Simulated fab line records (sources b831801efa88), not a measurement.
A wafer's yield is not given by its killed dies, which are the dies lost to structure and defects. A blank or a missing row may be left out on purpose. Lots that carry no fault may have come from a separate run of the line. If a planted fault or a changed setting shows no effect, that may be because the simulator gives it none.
The same fault as seen by 2 desks | flow gf180mcu | each desk has only its own numbers; what lay behind them comes last

DESK OF THE TOOL OWNER: litho_track-01
The tool's own readings at GF_NWELL_COAT_02 (resist thk 3000 nm): means of the sampled wafers that have a number, for each lot that ran on this tool. A lot is out of limits, marked OUT, if its mean lies more than 4 standard deviations from the usual mean; the brackets give that distance.
Columns: A = resist_line_temp_C at GF_NWELL_COAT_02, usual 23.02 C; B = spin_speed_rpm at GF_NWELL_COAT_02, usual 1999.7 rpm
lot  | first seen here | A     | B
L275 | day 4 08:12     | 23.03 | 1999.2
L279 | day 5 07:30     | 22.98 | 1999.7
L283 | day 6 07:55     | 23.16 | 2000.2
L287 | day 7 05:12     | 23.00 | 2056.3 (+40) OUT
L288 | day 7 16:01     | 23.03 | 2059.0 (+42) OUT
Finding of this desk: L287, L288 out of limits; the first was L287 at day 7 05:12, on spin_speed_rpm at GF_NWELL_COAT_02. In limits: L275, L279, L283.

THE METROLOGY DESK
What the gauges read, lot by lot, whatever tool the lot ran on: means of the sampled wafers that have a number. A lot is out of limits, marked OUT, if its mean lies more than 4 standard deviations from the usual mean; the brackets give that distance.
Columns: A = INCOMING_BOW at GF_STI_BOW_MEAS_00, usual -1 um; B = VT_IMPLANT_3_TW at GF_VT_IMPLANT_TW_MEAS_32, usual 268.8
lot  | first seen here | A  | B
L269 | day 1 10:01     | -6 | 271.8
L270 | day 1 15:00     | 8  | 263.9
L271 | day 1 20:00     | -2 | 267.1
L274 | day 2 11:02     | -5 | 268.8
L275 | day 2 16:01     | -1 | 263.9
L277 | day 3 02:01     | -0 | 268.3
L279 | day 3 12:01     | 3  | 269.1
L283 | day 4 08:00     | -2 | 268.7
L287 | day 5 04:04     | 5  | 269.7
L288 | day 5 09:00     | 3  | 269.3
L289 | day 5 14:00     | -3 | 273.3
L290 | day 5 19:00     | -1 | 270.3
L292 | day 6 05:01     | -1 | 264.8
This desk found nothing out of limits on any of the 13 lots.

PUT TOGETHER
The tool owner's desk had the chance to raise an alarm at day 7 05:12 on L287, L288.
Nothing out of limits was seen by the metrology desk.
The metrology desk holds a record of L287, L288, inside its limits.
Of the lots named, all ran GF_NWELL_COAT_02 on litho_track-01.

WHAT WAS PUT IN BY THE SIMULATOR
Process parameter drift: litho_track-01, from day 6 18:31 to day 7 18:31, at GF_NWELL_COAT_02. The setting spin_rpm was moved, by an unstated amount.
Shown lots that were struck: L287, L288.
Each desk's first reading out of limits, in hours after the fault started: the tool owner's desk, 11.
